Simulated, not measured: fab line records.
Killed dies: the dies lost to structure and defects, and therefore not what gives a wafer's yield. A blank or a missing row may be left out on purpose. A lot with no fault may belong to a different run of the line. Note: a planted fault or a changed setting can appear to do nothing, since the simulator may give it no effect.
fab line records + flow sky130
record
- lots=6
- wafers=18
- lastDay=49
route steps=708 shown NWELL@61 PAD_OPEN@708
lots that met no fault: taken from a fault-free run of the same line
startH: start of the lot's first displayed wafer, in hours after the record's first day + waitH: hours since the lot's step before + " repeats the value in the row above + L1.1+2: a single row standing in for several wafers + - no value, or no start given + * or withheld: withheld + < > ~ a bound
route shown NAME@n: NAME is a module with steps in the file, n the number in the route of the first one + usual: mean/standard deviation taken from wafers without a fault + same: alike in all rows + chamber/n: place in a boat + sites: per-site readings + _std_site: how widely they spread, as a standard deviation + _edge_site: inner sites' mean taken away from outer sites' mean + radiusMm: for every site, how far away it sits from the centre of the wafer + mask NAME#n: copy n + behind: tool/chamber where the wafer was last shaped + hold: cause of the lot's hold/its duration in hours/its outcome + device: the transistor (n, p or np) that didn't switch + end of line: at the end of the route, the tests of the same wafers + a step with no rows: only its recipe + killed: not the wafer's yield, but the dies lost to structure and defects at the first sort + map: a wafer's dies, marking killed ones x, the rest . and places with no die _
set.NAME: the setting the step ran with; set.NAME@STEP: the setting that earlier step ran with + model.NAME: the simulator's own value behind a step, which no gauge read
certain route steps with their lots: each step a table, each wafer a row
services: from which hour (startH, from the record's first day; less than 0 if before it) a tool's chamber was out of use, for how many hours, and why
## steps
# step SKY_NWELL_PEB_08
# recipe
- tempC=115
- timeS=withheld
# step SKY_NWELL_DEVELOP_09
# recipe
- wallAngleDeg=90
- developer=TMAH
- developTimeS=60
- devTempC=23
# step SKY_NWELL_OVL_MEAS_10
# usual
- NWELL_00_OVL=0.5/1.4
| lot.wafer | tool       | chamber | startH | waitH | NWELL_00_OVL[nm] |
|-----------|------------|---------|--------|-------|------------------|
| L452.2    | overlay-01 | -       | 92.83  | -     | -0.4             |
| L452.4    | "          | -       | "      | "     | -0.7             |
| L452.6    | "          | -       | "      | "     | -0.3             |
| L454.3    | overlay-01 | -       | 104.02 | -     | -0.1             |
| L454.5    | "          | -       | "      | "     | -0.8             |
| L454.6    | "          | -       | "      | "     | 0.4              |
| L461.1    | overlay-02 | -       | 144.39 | -     | -0.6             |
| L461.3    | "          | -       | "      | "     | -2.6             |
| L461.4    | "          | -       | "      | "     | 1.0              |
| L463.1    | overlay-02 | -       | 154.78 | -     | 1.5              |
| L463.4    | "          | -       | "      | "     | 1.8              |
| L463.5    | "          | -       | "      | "     | 3.4              |
| L465.3    | overlay-02 | -       | 166.40 | -     | -0.8             |
| L465.5    | "          | -       | "      | "     | -1.5             |
| L465.6    | "          | -       | "      | "     | -2.3             |
| L469.3    | overlay-02 | -       | 187.90 | -     | 0.5              |
| L469.4    | "          | -       | "      | "     | 1.1              |
| L469.6    | "          | -       | "      | "     | 1.0              |
# step SKY_NWELL_IMPLANT_11
# recipe
- species=P
- energyKev=392.1
- doseCm2=1.9e+13
- tiltDeg=withheld
# step SKY_NWELL_IMPLANT_12
# recipe
- species=P
- energyKev=120
- doseCm2=1.3e+12
- tiltDeg=withheld
# step SKY_NWELL_IMPLANT_13
# recipe
- species=P
- energyKev=50
- doseCm2=7e+11
- tiltDeg=withheld
# step SKY_NWELL_STRIP_14
# recipe
- chemistry=O2/N2
- powerW=1400
- pressureMtorr=1500
- platenTempC=withheld
- o2FlowSccm=3000
- n2FlowSccm=300
- overashFraction=0.5
# usual
- drypumpMotorCurrentA=5.5/0.61
- oesProductAu=0.722/0.0043
- stripTimeToEndpointS=36.87/0.099
| lot.wafer | tool           | chamber | startH | waitH | drypumpMotorCurrentA | oesProductAu | rfHoursCounterH | stripTimeToEndpointS |
|-----------|----------------|---------|--------|-------|----------------------|--------------|-----------------|----------------------|
| L452.2    | plasmaAsher-01 | 0       | 93.31  | 0.1   | 5.2                  | 0.715        | 27              | 36.78                |
| L452.4    | "              | 0       | "      | "     | 5.2                  | 0.715        | -               | 36.73                |
| L452.6    | "              | 0       | "      | "     | 5.2                  | 0.718        | -               | 36.71                |
| L454.3    | plasmaAsher-01 | 1       | 104.53 | 0.1   | 4.8                  | 0.715        | -               | 36.88                |
| L454.5    | "              | 0       | "      | "     | 5.2                  | 0.721        | -               | 36.79                |
| L454.6    | "              | 1       | "      | "     | 4.8                  | 0.715        | -               | 36.84                |
| L461.1    | plasmaAsher-04 | 0       | 144.87 | 0.1   | 6.6                  | 0.721        | 2               | 36.86                |
| L461.3    | "              | 0       | "      | "     | 6.6                  | 0.719        | -               | 36.96                |
| L461.4    | "              | 1       | "      | "     | 5.8                  | 0.721        | -               | 36.94                |
| L463.1    | plasmaAsher-02 | 0       | 155.26 | 0.1   | 5.0                  | 0.716        | 48              | 36.76                |
| L463.4    | "              | 0       | "      | "     | 4.9                  | 0.723        | -               | 36.80                |
| L463.5    | "              | 1       | "      | "     | 6.1                  | 0.719        | -               | 36.79                |
| L465.3    | plasmaAsher-02 | 1       | 166.91 | 0.1   | 6.1                  | 0.726        | -               | 36.87                |
| L465.5    | "              | 0       | "      | "     | 5.0                  | 0.722        | -               | 36.87                |
| L465.6    | "              | 1       | "      | "     | 6.1                  | 0.726        | -               | 36.87                |
| L469.3    | plasmaAsher-04 | 0       | 188.41 | 0.1   | 6.6                  | 0.722        | -               | 37.00                |
| L469.4    | "              | 1       | "      | "     | 5.8                  | 0.725        | -               | 36.97                |
| L469.6    | "              | 1       | "      | "     | 5.8                  | 0.721        | -               | 36.93                |
# step SKY_NWELL_TW_MEAS_15
# usual
- NWELL_TW=1807/14
| lot.wafer | tool         | chamber | startH | waitH | NWELL_TW |
|-----------|--------------|---------|--------|-------|----------|
| L452.2    | filmMetro-02 | -       | 93.42  | 0.1   | 1798     |
| L452.4    | "            | -       | "      | "     | 1809     |
| L452.6    | "            | -       | "      | "     | 1808     |
| L454.3    | filmMetro-04 | -       | 104.62 | 0.1   | 1819     |
| L454.5    | "            | -       | "      | "     | 1818     |
| L454.6    | "            | -       | "      | "     | 1834     |
| L461.1    | filmMetro-04 | -       | 144.97 | 0.1   | 1808     |
| L461.3    | "            | -       | "      | "     | 1822     |
| L461.4    | "            | -       | "      | "     | 1825     |
| L463.1    | filmMetro-04 | -       | 155.36 | 0.1   | 1812     |
| L463.4    | "            | -       | "      | "     | 1810     |
| L463.5    | "            | -       | "      | "     | 1820     |
| L465.3    | filmMetro-03 | -       | 166.99 | 0.1   | 1791     |
| L465.5    | "            | -       | "      | "     | 1802     |
| L465.6    | "            | -       | "      | "     | 1799     |
| L469.3    | filmMetro-03 | -       | 188.49 | 0.1   | 1803     |
| L469.4    | "            | -       | "      | "     | 1801     |
| L469.6    | "            | -       | "      | "     | 1809     |
# step SKY_NWELL_DEHYDRATE_16
# recipe
- tempC=200
- timeS=60
# step SKY_NWELL_HMDS_17
# recipe
- primeTimeS=60
- primeTempC=120
# step SKY_NWELL_COAT_18
# recipe
- spinRpm=2000
- resistThkNm=3000
# step SKY_NWELL_SOFTBAKE_19
# recipe
- tempC=110
- timeS=withheld
# step SKY_NWELL_EXPOSE_20
# recipe
- maskId=NWM_COMPLEMENT
- na=0.6
- sourceShape=conventional
- sigmaOuter=0.6
- polarization=unpolarized
- targetCdNm=840
- doseMj=260
| lot.wafer  | tool            | chamber | startH | waitH | mask             | model.NWELL.overlayXNm |
|------------|-----------------|---------|--------|-------|------------------|------------------------|
| L452.2+4+6 | ilineStepper-02 | 0       | 101.78 | -     | NWM_COMPLEMENT#0 | -0.1459                |
| L454.3+5+6 | ilineStepper-02 | 0       | 113.61 | -     | NWM_COMPLEMENT#0 | -0.3637                |
| L461.1+3+4 | ilineStepper-01 | 0       | 155.14 | -     | NWM_COMPLEMENT#0 | -110.7                 |
| L463.1+4+5 | ilineStepper-02 | 0       | 165.41 | -     | NWM_COMPLEMENT#0 | 0.4674                 |
| L465.3+5+6 | ilineStepper-01 | 0       | 177.42 | -     | NWM_COMPLEMENT#0 | -111                   |
| L469.3+4+6 | ilineStepper-02 | 0       | 199.42 | -     | NWM_COMPLEMENT#0 | 0.8656                 |
# step SKY_NWELL_PEB_21
# recipe
- tempC=115
- timeS=withheld
# step SKY_NWELL_DEVELOP_22
# recipe
- wallAngleDeg=90
- developer=TMAH
- developTimeS=60
- devTempC=23
# step SKY_NWELL_OVL_MEAS_23
# usual
- NWELL_01_OVL=0.8/1.2
| lot.wafer | tool       | chamber | startH | waitH | NWELL_01_OVL[nm] |
|-----------|------------|---------|--------|-------|------------------|
| L452.2    | overlay-01 | -       | 110.99 | -     | 2.5              |
| L452.4    | "          | -       | "      | "     | 0.6              |
| L452.6    | "          | -       | "      | "     | 1.3              |
| L454.3    | overlay-02 | -       | 122.70 | -     | -0.5             |
| L454.5    | "          | -       | "      | "     | -0.8             |
| L454.6    | "          | -       | "      | "     | -0.5             |
| L461.1    | overlay-01 | -       | 165.04 | -     | -110.0           |
| L461.3    | "          | -       | "      | "     | -110.8           |
| L461.4    | "          | -       | "      | "     | -111.6           |
| L463.1    | overlay-01 | -       | 174.56 | -     | 2.2              |
| L463.4    | "          | -       | "      | "     | 2.8              |
| L463.5    | "          | -       | "      | "     | 1.0              |
| L465.3    | overlay-02 | -       | 187.22 | -     | -110.0           |
| L465.5    | "          | -       | "      | "     | -111.2           |
| L465.6    | "          | -       | "      | "     | -111.5           |
| L469.3    | overlay-01 | -       | 209.99 | -     | 1.7              |
| L469.4    | "          | -       | "      | "     | 1.4              |
| L469.6    | "          | -       | "      | "     | 2.4              |
# step SKY_NWELL_IMPLANT_24
# recipe
- species=B
- energyKev=140
- doseCm2=9.2e+12
- tiltDeg=withheld
# step SKY_PAD_OPEN_PROBE_99
# usual
- killed_at_M0_to_M3=42/5.8
- killed_at_M4_up=3.0/2
- killedAtContacts=24/5.5
- killedAtFrontEnd=15/3.9
- killedAtOther=0.3/0.54
- killedDies=85/8.8
- killedOpen=47/6.8
- killedShort=38/5.9
# same
- grossDies=492
- killedAtBackSide=0
| lot.wafer | tool      | chamber | startH  | waitH | killed_at_M0_to_M3 | killed_at_M4_up | killedAtContacts | killedAtFrontEnd | killedAtOther | killedDies | killedOpen | killedShort | model.etest.pfet_16v.rOnOhmUm | model.etest.nfet_16v.rOnOhmUm | model.etest.pfet_16v.driveUaUm | model.etest.nfet_16v.driveUaUm |
|-----------|-----------|---------|---------|-------|--------------------|-----------------|------------------|------------------|---------------|------------|------------|-------------|-------------------------------|-------------------------------|--------------------------------|--------------------------------|
| L452.2    | prober-02 | -       | 1088.67 | 0.1   | 35                 | 5               | 23               | 16               | 0             | 79         | 41         | 38          | 1.485e+04                     | 1.372e+04                     | 247.2                          | 224                            |
| L452.4    | prober-02 | -       | 1088.77 | 0.2   | 44                 | 3               | 38               | 19               | 0             | 104        | 54         | 50          | 1.491e+04                     | 1.368e+04                     | 244.8                          | 226.6                          |
| L452.6    | prober-02 | -       | 1088.87 | 0.2   | 34                 | 0               | 11               | 22               | 0             | 67         | 32         | 35          | 1.499e+04                     | 1.38e+04                      | 241.6                          | 223.1                          |
| L454.3    | prober-02 | -       | 1097.44 | 0.2   | 43                 | 2               | 19               | 20               | 0             | 84         | 47         | 37          | 1.461e+04                     | 1.382e+04                     | 242.6                          | 222.5                          |
| L454.5    | prober-02 | -       | 1097.54 | 0.2   | 42                 | 3               | 29               | 14               | 0             | 88         | 55         | 33          | 1.498e+04                     | 1.406e+04                     | 238.2                          | 219.8                          |
| L454.6    | prober-02 | -       | 1097.59 | 0.2   | 33                 | 1               | 23               | 10               | 0             | 67         | 37         | 30          | 1.507e+04                     | 1.387e+04                     | 238.7                          | 223.8                          |
| L461.1    | prober-01 | -       | 1139.93 | 0.1   | 40                 | 5               | 24               | 16               | 0             | 85         | 39         | 46          | 1.348e+04                     | 1.322e+04                     | 271.2                          | 227.7                          |
| L461.3    | prober-01 | -       | 1140.03 | 0.2   | 34                 | 3               | 20               | 13               | 1             | 71         | 39         | 32          | 1.342e+04                     | 1.301e+04                     | 271.9                          | 233.4                          |
| L461.4    | prober-01 | -       | 1140.08 | 0.2   | 46                 | 2               | 18               | 18               | 1             | 85         | 47         | 38          | 1.359e+04                     | 1.308e+04                     | 272.1                          | 232.5                          |
| L463.1    | prober-02 | -       | 1154.28 | 0.1   | 56                 | 5               | 32               | 12               | 0             | 105        | 52         | 53          | 1.524e+04                     | 1.381e+04                     | 240.7                          | 218.3                          |
| L463.4    | prober-02 | -       | 1154.43 | 0.2   | 31                 | 6               | 19               | 12               | 0             | 68         | 36         | 32          | 1.45e+04                      | 1.394e+04                     | 243.2                          | 217.4                          |
| L463.5    | prober-02 | -       | 1154.48 | 0.2   | 53                 | 5               | 28               | 13               | 0             | 99         | 53         | 46          | 1.489e+04                     | 1.392e+04                     | 240.4                          | 215.9                          |
| L465.3    | prober-01 | -       | 1168.94 | 0.2   | 53                 | 4               | 23               | 14               | 0             | 94         | 49         | 45          | 1.34e+04                      | 1.326e+04                     | 276                            | 225.8                          |
| L465.5    | prober-01 | -       | 1169.04 | 0.2   | 37                 | 3               | 33               | 22               | 0             | 95         | 55         | 40          | 1.368e+04                     | 1.331e+04                     | 275.1                          | 225.5                          |
| L465.6    | prober-01 | -       | 1169.09 | 0.2   | 44                 | 5               | 34               | 20               | 1             | 104        | 61         | 43          | 1.36e+04                      | 1.318e+04                     | 274.8                          | 226.1                          |
| L469.3    | prober-02 | -       | 1183.67 | 0.2   | 41                 | 4               | 24               | 12               | 0             | 81         | 47         | 34          | 1.481e+04                     | 1.404e+04                     | 245.6                          | 220.4                          |
| L469.4    | prober-02 | -       | 1183.72 | 0.2   | 42                 | 3               | 22               | 17               | 0             | 84         | 39         | 45          | 1.467e+04                     | 1.39e+04                      | 250                            | 223                            |
| L469.6    | prober-02 | -       | 1183.82 | 0.2   | 42                 | 2               | 16               | 23               | 1             | 84         | 46         | 36          | 1.423e+04                     | 1.395e+04                     | 250.2                          | 220.7                          |
# killed by level:class
L452.2 VIA1:geometricParticle:open=8 FIELD_ISO:geometricParticle:open=7 CONTACT:geometricParticle:open=7 CONTACT:geometricParticle:short=6 LOCAL_INTERCONNECT:geometricParticle:short=5 VIA2:geometricParticle:open=5 VIA3:geometricParticle:open=5 FIELD_ISO:geometricParticle:short=4
L452.4 VIA1:geometricParticle:open=13 CONTACT:geometricParticle:open=13 LI_CONTACT:geometricParticle:open=8 LOCAL_INTERCONNECT:geometricParticle:short=7 METAL1:geometricParticle:short=6 VIA3:geometricParticle:open=6 CONTACT:geometricParticle:short=6 METAL2:geometricParticle:short=5
L452.6 VIA1:geometricParticle:open=12 POLY_GATE:geometricParticle:short=6 FIELD_ISO:geometricParticle:short=5 CONTACT:geometricParticle:short=5 METAL1:geometricParticle:short=5 METAL2:geometricParticle:short=5 POLY_GATE:geometricParticle:open=4 FIELD_ISO:geometricParticle:open=3
L454.3 VIA1:geometricParticle:open=10 POLY_GATE:geometricParticle:open=6 CONTACT:geometricParticle:open=6 VIA2:geometricParticle:open=6 CONTACT:geometricParticle:short=5 VIA3:geometricParticle:open=5 POLY_GATE:geometricParticle:short=4 LI_CONTACT:geometricParticle:open=4
L454.5 LI_CONTACT:geometricParticle:open=12 VIA1:geometricParticle:open=11 CONTACT:geometricParticle:open=8 VIA2:geometricParticle:open=8 POLY_GATE:geometricParticle:open=5 METAL2:geometricParticle:short=5 LI_CONTACT:geometricParticle:short=4 VIA2:geometricParticle:short=4
L454.6 CONTACT:geometricParticle:open=8 LI_CONTACT:geometricParticle:open=6 VIA1:geometricParticle:open=5 METAL2:geometricParticle:short=5 VIA2:geometricParticle:open=5 FIELD_ISO:geometricParticle:short=4 LI_CONTACT:geometricParticle:short=4 VIA3:geometricParticle:short=4
L461.1 CONTACT:geometricParticle:open=8 VIA1:geometricParticle:open=8 VIA1:geometricParticle:short=7 FIELD_ISO:geometricParticle:short=5 LOCAL_INTERCONNECT:geometricParticle:short=5 VIA2:geometricParticle:short=5 VIA3:geometricParticle:open=5 FIELD_ISO:geometricParticle:open=4
L461.3 CONTACT:geometricParticle:open=9 VIA2:geometricParticle:open=8 VIA1:geometricParticle:open=8 METAL2:geometricParticle:short=5 POLY_GATE:geometricParticle:short=4 FIELD_ISO:geometricParticle:short=3 FIELD_ISO:geometricParticle:open=3 LI_CONTACT:geometricParticle:open=3
L461.4 VIA1:geometricParticle:open=12 CONTACT:geometricParticle:open=8 FIELD_ISO:geometricParticle:short=6 VIA1:geometricParticle:short=6 VIA2:geometricParticle:open=5 VIA3:geometricParticle:open=5 POLY_GATE:geometricParticle:open=4 CONTACT:geometricParticle:short=4
L463.1 CONTACT:geometricParticle:open=13 VIA2:geometricParticle:open=11 LI_CONTACT:geometricParticle:open=9 VIA1:geometricParticle:open=9 METAL2:geometricParticle:short=9 METAL1:geometricParticle:short=6 FIELD_ISO:geometricParticle:open=5 LI_CONTACT:geometricParticle:short=5
L463.4 CONTACT:geometricParticle:open=9 METAL1:geometricParticle:short=6 VIA1:geometricParticle:open=6 VIA2:geometricParticle:open=6 VIA3:geometricParticle:open=6 METAL4:geometricParticle:short=6 POLY_GATE:geometricParticle:short=5 LI_CONTACT:geometricParticle:short=4
L463.5 CONTACT:geometricParticle:open=15 METAL2:geometricParticle:short=10 VIA2:geometricParticle:open=9 VIA3:geometricParticle:open=8 METAL1:geometricParticle:short=7 VIA1:geometricParticle:open=7 METAL3:geometricParticle:short=5 CONTACT:geometricParticle:short=4
L465.3 VIA1:geometricParticle:open=11 VIA3:geometricParticle:open=9 CONTACT:geometricParticle:open=8 LI_CONTACT:geometricParticle:open=7 VIA2:geometricParticle:short=6 POLY_GATE:geometricParticle:short=5 POLY_GATE:geometricParticle:open=5 CONTACT:geometricParticle:short=5
L465.5 CONTACT:geometricParticle:open=15 LI_CONTACT:geometricParticle:open=9 POLY_GATE:geometricParticle:open=8 POLY_GATE:geometricParticle:short=7 VIA1:geometricParticle:open=7 VIA3:geometricParticle:open=6 VIA2:geometricParticle:short=5 CONTACT:geometricParticle:short=4
L465.6 VIA1:geometricParticle:open=13 CONTACT:geometricParticle:open=11 CONTACT:geometricParticle:short=7 VIA3:geometricParticle:open=7 LI_CONTACT:geometricParticle:open=6 LOCAL_INTERCONNECT:geometricParticle:short=6 VIA1:geometricParticle:short=6 VIA2:geometricParticle:open=6
L469.3 LI_CONTACT:geometricParticle:open=8 VIA2:geometricParticle:open=8 CONTACT:geometricParticle:open=7 METAL2:geometricParticle:short=7 VIA1:geometricParticle:open=6 CONTACT:geometricParticle:short=4 VIA3:geometricParticle:open=4 METAL4:geometricParticle:short=4
L469.4 VIA1:geometricParticle:open=12 VIA1:geometricParticle:short=9 CONTACT:geometricParticle:open=8 LOCAL_INTERCONNECT:geometricParticle:short=6 METAL1:geometricParticle:short=6 FIELD_ISO:geometricParticle:open=5 VIA2:geometricParticle:open=5 POLY_GATE:geometricParticle:short=4
L469.6 VIA3:geometricParticle:open=12 METAL1:geometricParticle:short=6 VIA1:geometricParticle:open=6 SPACER:geometricParticle:short=5 LI_CONTACT:geometricParticle:open=5 VIA2:geometricParticle:open=5 FIELD_ISO:geometricParticle:open=4 CONTACT:geometricParticle:short=4
## services
| tool            | chamber | startH | hours | kind        |
|-----------------|---------|--------|-------|-------------|
| ilineStepper-02 | 0       | 80.69  | -     | calibration |
| ilineStepper-01 | -       | 90.44  | 40.3  | repair      |
| plasmaAsher-04  | -       | 108.75 | 9.0   | pm          |
| plasmaAsher-04  | 0       | 108.75 | 16.9  | ventCycle   |
| plasmaAsher-04  | 1       | 108.75 | 16.9  | ventCycle   |
| plasmaAsher-04  | -       | 112.37 | 13.3  | repair      |
| plasmaAsher-02  | -       | 112.78 | 5.2   | repair      |
| plasmaAsher-04  | 0       | 117.75 | -     | clean       |
| plasmaAsher-04  | 1       | 117.75 | -     | clean       |
| ilineStepper-02 | -       | 144.06 | 1.7   | pm          |
| ilineStepper-01 | -       | 145.76 | 4.4   | pm          |
| ilineStepper-01 | 0       | 151.55 | -     | calibration |
| ilineStepper-01 | -       | 158.16 | 1.7   | pm          |
## key
firstSign
- step=SKY_NWELL_OVL_MEAS_23
- reading=NWELL_01_OVL
- direction=down
- sigmas=95
- usual=0.8
- struck=-110.8
effect none on later readings
modelEffect
- step=SKY_NWELL_EXPOSE_20
- value=NWELL.overlayXNm
- without=-0.5959
- struck=-110.9
modelEffect
- step=SKY_PAD_OPEN_PROBE_99
- value=etest.pfet_16v.rOnOhmUm
- without=1.465e+04
- struck=1.353e+04
metAt SKY_NWELL_EXPOSE_20
struckWafers L461.1,L461.3,L461.4,L465.3,L465.5,L465.6
testerLeftOut L461,L465
fault
- kind=scannerMatchingOverlay
- tool=ilineStepper-01
- chamber=-
- onsetH=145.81
- steps=SKY_NWELL_EXPOSE_20
- offset=-110.26
# testerLeftOut: of these lots the tester's yield and bins aren't shown, on N5 and GAA mostly nor the transistor test; their killed dies are dies lost to structure and defects alone, not to doping, threshold or leakage, so they don't give the yield
